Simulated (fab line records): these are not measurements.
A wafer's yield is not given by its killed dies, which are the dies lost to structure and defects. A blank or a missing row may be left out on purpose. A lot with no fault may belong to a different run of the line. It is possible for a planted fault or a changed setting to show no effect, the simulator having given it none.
Matching of chambers | flow gf180mcu | rie_si-01 running GF_STI_ETCH_14: 4 sister chambers
The step etches Si in HBr/Cl2/O2, target depth 360 nm, time 102.9 s. 4 wafers are shown with their chamber, then 7 later ones without.

## EACH WAFER AND ITS CHAMBER
wafer  | chamber | oes_product_au (a.u.)
L780.5 | 1       | 0.995
L783.1 | 3       | 0.986
L784.1 | 2       | 0.995
L784.3 | 0       | 0.999

## WAFERS WITHOUT THEIR CHAMBER
wafer  | oes_product_au (a.u.)
L784.4 | 0.989
L789.1 | 0.987
L789.3 | 0.984
L789.5 | 0.993
L790.1 | 0.994
L790.2 | 0.983
L790.4 | 1.000

## EACH ONE'S CHAMBER
wafer  | from the rows above          | in truth
L784.4 | can't be placed: 3 or 1 or 2 | 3
L789.1 | 3                            | 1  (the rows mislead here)
L789.3 | 3                            | 3
L789.5 | can't be placed: 1 or 2 or 0 | 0
L790.1 | can't be placed: 1 or 2 or 0 | 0
L790.2 | 3                            | 3
L790.4 | can't be placed: 0 or 1 or 2 | 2
Placed correctly: 2 of 7. These rows do not allow placing 4 (true chamber among the candidates in 4). Number placed wrongly: 1.
How it was worked out, from the rows above alone: a wafer's distance from a chamber is the root of the sum, over the readings, of the square of ((its reading less the chamber's mean) divided by the reading's scatter). The wafer belongs to the nearest chamber; if the next one is less than 2 further off, it can't be placed. For every chamber, the mean is computed from those of its wafers that are shown. The scatter: with one shown wafer a chamber, the root of the mean of the squares of how far each hidden wafer lies from its nearest shown one.
